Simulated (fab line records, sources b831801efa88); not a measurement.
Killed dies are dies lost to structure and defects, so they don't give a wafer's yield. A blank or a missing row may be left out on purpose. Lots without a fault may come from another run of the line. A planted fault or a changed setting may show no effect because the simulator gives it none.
Problem report in the 8D (eight disciplines) form, filled by code | flow gf180mcu | the parts of the form that need people (team, actions taken, sign-off) are left out

1. THE PROBLEM
beam_energy_keV at GF_DNWELL_IMPLANT_07 reads a mean of 1569.7 on 6 wafers of 2 lots; wafers without a fault read 1499.9 with a standard deviation of 0.45. That is +99 or more standard deviations from the usual mean.
First seen on wafer L867.1, day 5 05:23, on implanter-01. The record holds 42 wafers of 14 lots with a number at this step. Rule for "out", or "out of limits": more than 4 standard deviations from the usual mean. The other wafers with a number count as sound.

2. WHAT IT IS AND WHAT IT IS NOT
question                    | is                     | is not
which readings at this step | beam_energy_keV        | -
which lots                  | L867, L869             | L856, L857, L858, L859, L860, L861, L862, L863, L874, L875, L876, L879
which wafers of those lots  | all that have a number | -
read on which tools         | implanter-01           | implanter-03, implanter-04
when                        | from day 5 05:23       | up to then (24 sound wafers); but 12 sound wafers of L874, L875, L876, L879 came after

3. SUSPECTS, AND WHAT RULES EACH OUT
Counting: a tool at a process step up to the reading stays a suspect if it ran every lot that is out and no sound lot after the first of them.
- implanter-01 at GF_DNWELL_IMPLANT_07: kept. It ran every lot that is out, first L867 (day 5 05:23), and no sound lot after that; its last sound lot up to then is L863 (day 4 06:17). Its own readings are out on those wafers: beam_energy_keV.
Left after counting: implanter-01 at GF_DNWELL_IMPLANT_07.

4. THE CAUSE (what the simulator had put in)
Process parameter drift: implanter-01, from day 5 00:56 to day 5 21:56, at GF_DNWELL_IMPLANT_07. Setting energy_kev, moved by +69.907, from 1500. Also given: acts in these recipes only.
Counting left only this tool.

5. THE CHAIN OF EFFECTS, in route order
Each row: a reading whose mean over the struck wafers that have a number lies more than 3 standard deviations from the usual. Only readings for which the record gives a usual standard deviation are gone through. hours: the time from each lot's start at the first step in this table that gives one to its start at this step, as a median over the lots. sigmas: the change in usual standard deviations.
hours | step                 | reading         | usual  | on struck wafers | change | sigmas
0     | GF_DNWELL_IMPLANT_07 | beam_energy_keV | 1499.9 | 1569.7           | +69.8  | +99 or more
The process steps in it:
- GF_DNWELL_IMPLANT_07
Later measuring or inspecting steps at which every struck wafer that the step has a row for has a number for every such reading, and none has moved that far: GF_POLY_GATE_THK_MEAS_17.

6. WHAT WOULD HAVE CAUGHT IT SOONER
In this record the first reading out of limits was taken at day 5 05:23, 4 hours after the fault began at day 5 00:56.
